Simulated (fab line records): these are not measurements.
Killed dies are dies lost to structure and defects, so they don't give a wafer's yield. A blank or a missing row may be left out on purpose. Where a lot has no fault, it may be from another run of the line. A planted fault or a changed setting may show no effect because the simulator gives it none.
Split-lot study ; flow sfq_line ; 5 lots, 23 wafers read, on a route of 325 steps

== SPLIT DETAILS ==
At SFQ_TRILAYER_I6_VIA_LITHO_COAT_174 (resist thk 62 nm), the setting spin_rpm was moved away from the recipe's 3000 rpm on 6 of the 23 wafers read, by -4.1% to +5.9%. All remaining wafers had this setting at the recipe value.

Reading taken at the split's own step.

== THE READING ==
BARC_of_TRILAYER_I6_VIA_LITHO_COAT_174.thk_nm (the simulator's own value, which no gauge read), in nm, at SFQ_TRILAYER_I6_VIA_LITHO_COAT_174 (resist thk 62 nm). The file gives no usual value for it. Here, 17 wafers ran the recipe; their average is 62.04 nm with a standard deviation of 0.12 nm.

wafer;tool, chamber at the split;spin_rpm as run, rpm;against the recipe;BARC_of_TRILAYER_I6_VIA_LITHO_COAT_174.thk_nm, nm;against lot-mates on the recipe
L075.1;litho_track-02, 0;3000;recipe;61.89;-
L075.3;litho_track-02, 0;3000;recipe;61.99;-
L075.4;litho_track-02, 0;3000;recipe;61.87;-
L075.5;litho_track-02, 0;3000;recipe;61.87;-
L075.6;litho_track-02, 0;3000;recipe;61.93;-
L079.1;litho_track-02, 0;3000;recipe;62.13;-
L079.4;litho_track-02, 0;3000;recipe;61.99;-
L079.6;litho_track-02, 0;3000;recipe;61.95;-
L080.1;litho_track-03, 0;2878;-4.1%;63.5;+1.28
L080.3;litho_track-03, 0;2878;-4.1%;63.57;+1.35
L080.4;litho_track-03, 0;2878;-4.1%;63.29;+1.07
L080.5;litho_track-03, 0;3000;recipe;62.17;-
L080.6;litho_track-03, 0;3000;recipe;62.26;-
L081.1;litho_track-02, 0;3000;recipe;62.11;-
L081.2;litho_track-02, 0;3000;recipe;62.16;-
L081.3;litho_track-02, 0;3000;recipe;61.97;-
L081.4;litho_track-02, 0;3000;recipe;62.14;-
L081.6;litho_track-02, 0;3000;recipe;62.2;-
L085.2;litho_track-02, 0;3178;+5.9%;60.45;-1.59
L085.3;litho_track-02, 0;3000;recipe;62.1;-
L085.4;litho_track-02, 0;3000;recipe;61.98;-
L085.5;litho_track-02, 0;3178;+5.9%;60.25;-1.79
L085.6;litho_track-02, 0;3178;+5.9%;60.22;-1.82

FIT RESULTS
A straight line over all 23 wafers: BARC_of_TRILAYER_I6_VIA_LITHO_COAT_174.thk_nm changes by -0.311 nm for each +1% of spin_rpm; r = -0.99; the points scatter about the line by 0.14 nm.
The same after taking each lot's own level away (the mean of its wafers on the recipe; 23 wafers): -0.296 nm for each +1%; r = -0.99; scatter 0.084 nm.
The reading moves by 1.8 nm for the largest change in spin_rpm, on that fit.
The lots' own levels span 61.910 to 62.215 nm, that is 2.5 times the standard deviation above.
Hence the lot-to-lot level has little effect on the slope; both slopes agree.
Check: for one of the wafers moved furthest among these (+5.9%), held out of the fit, the line's prediction against its lot-mates is -1.81 nm. Against them it came out at -1.59 nm.

== OTHER SPLITS ON THESE WAFERS ==
These wafers also went through other splits before the reading. Each is held against what the fit with the lots' levels taken away leaves over:
other split on the same wafers;wafers away from the commonest value;r with BARC_of_TRILAYER_I6_VIA_LITHO_COAT_174.thk_nm (lot level and that fit taken away)
SFQ_TRILAYER_R5_LITHO_COAT_141 spin_rpm;4;-0.29
SFQ_TRILAYER_R5_ETCH_METAL_ETCH_139 time_s;9;-0.14
SFQ_TRILAYER_I5_LITHO_COAT_144 spin_rpm;10;-0.03
SFQ_TRILAYER_C5_LITHO_COAT_151 spin_rpm;9;+0.03
SFQ_TRILAYER_M6_BARC_OPEN_METAL_ETCH_206 time_s;11;+0.08

== THE FILE'S OWN FIT ==
BARC_of_TRILAYER_I6_VIA_LITHO_COAT_174.thk_nm changes by -0.296 nm for each +1% of spin_rpm, r = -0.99.
